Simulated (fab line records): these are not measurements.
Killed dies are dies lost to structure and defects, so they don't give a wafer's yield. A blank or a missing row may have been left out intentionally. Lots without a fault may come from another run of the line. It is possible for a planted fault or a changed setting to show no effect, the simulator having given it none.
A lot that was struck, set against a sound lot -- flow sky130 -- 21 steps out of a route of 708
Sound: wafers L933.2, L933.3, L933.5. Struck: wafer L945.6 (L945.3, L945.5, from the same lot, were not struck and are left out); the cause is given at the end.
Order at every step that has rows: each side's tool, ch and its chambers, its first start. Under that, the readings that differ: sound wafers -- struck wafers -- difference of the means -- sigmas: that difference in standard deviations of wafers without a fault.
alike: same words and numbers on both sides, and readings whose means sit less than 2 such deviations apart. not compared: any withheld reading, any reading some wafer has no value for, any bound like >300 that may hide the same value, and any number with overlapping values for which the record gives no deviation.
Wherever a step has rows on one side only, a row that says differs or no value, or a row with sigmas, the two part there. When numbers do not overlap yet have no deviation, they are printed without sigmas and do not part them. Lack of a reading on every wafer of one side parts them only where that side has two or more wafers.

SKY_LI_CONTACT_CVD_21: deposits W, target thk 400 nm, time 120.56 s.
  sound on cvd_w-02 ch 0,1, day 32 17:52; struck on cvd_w-02 ch 1, day 36 17:37
  alike: heater_power_w
SKY_LI_CONTACT_RS_MEAS_22: the measuring method here is four-point-probe.
  sound on film_metro-04, day 32 18:01; struck on film_metro-04, day 36 17:44
  alike: LI_CONTACT_W_RS
SKY_LI_CONTACT_THK_MEAS_23: measures by xrf.
  sound on film_metro-04, day 32 18:07; struck on film_metro-04, day 36 17:50
  alike: LI_CONTACT_W_THK
SKY_LI_CONTACT_CMP_24: polishes, stops on PSG, t overpolish 20 s, target thk 0 nm.
  sound on cmp-02 ch 0,1,2, day 32 18:13; struck on cmp-02 ch 3, day 36 17:53
reading,sound,struck,difference,sigmas
overpolish_run_s (s),19.997 20.005 20.009,19.984,-0.020,-2
  alike: motor_current_A, time_to_endpoint_s
SKY_LOCAL_INTERCONNECT_SPUTTER_00: material TiN, target thk 100 nm, time 83.3 s.
  sound on pvd_sputter-02, day 32 18:28; struck on pvd_sputter-03, day 36 18:11
  alike: chamber_pressure_pa, throttle_valve_pct
SKY_LOCAL_INTERCONNECT_RS_MEAS_01: the measuring method here is four-point-probe.
  sound on film_metro-03, day 32 18:34; struck on film_metro-02, day 36 18:17
  alike: LOCAL_INTERCONNECT_TIN_RS
SKY_LOCAL_INTERCONNECT_THK_MEAS_02: measures by xrf.
  sound on film_metro-03, day 32 18:40; struck on film_metro-02, day 36 18:23
  alike: LOCAL_INTERCONNECT_TIN_THK
then, 5 steps without rows for these wafers: SKY_LOCAL_INTERCONNECT_DEHYDRATE_03 (time 60 s); SKY_LOCAL_INTERCONNECT_HMDS_04 (prime time 60 s); SKY_LOCAL_INTERCONNECT_COAT_05 (resist thk 60 nm); SKY_LOCAL_INTERCONNECT_COAT_06 (resist thk 450 nm); SKY_LOCAL_INTERCONNECT_SOFTBAKE_07 (time 90 s).
SKY_LOCAL_INTERCONNECT_EXPOSE_08: exposes mask LI1M, target cd 170 nm.
  sound on krf_scanner-02 ch 0, day 33 08:28; struck on krf_scanner-02 ch 0, day 37 07:47
  alike: mask
then, 2 steps without rows for these wafers: SKY_LOCAL_INTERCONNECT_PEB_09; SKY_LOCAL_INTERCONNECT_DEVELOP_10 (develop time 60 s).
SKY_LOCAL_INTERCONNECT_CD_MEAS_11: target cd 170 nm.
  sound on cd_sem-02, day 33 21:22; struck on cd_sem-02, day 37 20:08
reading,sound,struck,difference,sigmas
cd_nm (nm),170.7 170.5 170.3,117.1,-53.4,-38
SKY_LOCAL_INTERCONNECT_OVL_MEAS_12:
  sound on overlay-02, day 33 21:29; struck on overlay-02, day 37 20:14
  alike: LOCAL_INTERCONNECT_OVL
SKY_LOCAL_INTERCONNECT_ETCH_13: etches BARC in N2/H2, stops on SiO2, time 45.9 s, target depth 60 nm.
  sound on rie_metal-02 ch 0,1, day 33 21:31; struck on rie_metal-02 ch 0, day 37 20:17
reading,sound,struck,difference,sigmas
model.LOCAL_INTERCONNECT.cd_nm (nm),169.7 169.9 169.6,116.7,-53.0,
  alike: drypump_motor_current_A, n2_flow_sccm, oes_product_au, throttle_valve_pct
  not compared: rf_hours_counter_h
SKY_LOCAL_INTERCONNECT_METAL_ETCH_14: etches TiN in Cl2/BCl3, stops on PSG, target depth 110 nm, time 31.4 s.
  sound on rie_metal-02 ch 0,1, day 33 21:34; struck on rie_metal-02 ch 0, day 37 20:20
reading,sound,struck,difference,sigmas
model.LOCAL_INTERCONNECT.cd_nm (nm),169.2 170 170,116.8,-52.9,
  alike: bcl3_flow_sccm, drypump_motor_current_A, oes_product_au, throttle_valve_pct
  not compared: rf_hours_counter_h
SKY_LOCAL_INTERCONNECT_STRIP_15: strips in O2/N2.
  sound on plasma_asher-01 ch 0, day 33 21:37; struck on plasma_asher-01 ch 0, day 37 20:25
  alike: drypump_motor_current_A, n2_flow_sccm, oes_product_au, strip_time_to_endpoint_s
  not compared: rf_hours_counter_h
-- record jumps: 13 days separate the struck wafers' starts on either side; left off in module LOCAL_INTERCONNECT, taken up again in module PAD_OPEN, whose first shown step is the route's number 708 --
SKY_PAD_OPEN_PROBE_99:
  sound on prober-02, day 48 14:06; struck on prober-02, day 51 04:17
reading,sound,struck,difference,sigmas
killed_at_contacts,34 13 36,437,+409,+72
killed_dies,96 72 105,492,+401,+50
killed_on_rim,13 9 21,96,+82,+21
killed_short,45 37 43,24,-18,-3
  alike: killed_at_M0_to_M3, killed_at_M4_up, killed_at_front_end, killed_at_other, killed_open

## WHERE THEY PART
First at SKY_LI_CONTACT_CMP_24; last, within this record, at SKY_PAD_OPEN_PROBE_99.

WHY: the cause the simulator had injected
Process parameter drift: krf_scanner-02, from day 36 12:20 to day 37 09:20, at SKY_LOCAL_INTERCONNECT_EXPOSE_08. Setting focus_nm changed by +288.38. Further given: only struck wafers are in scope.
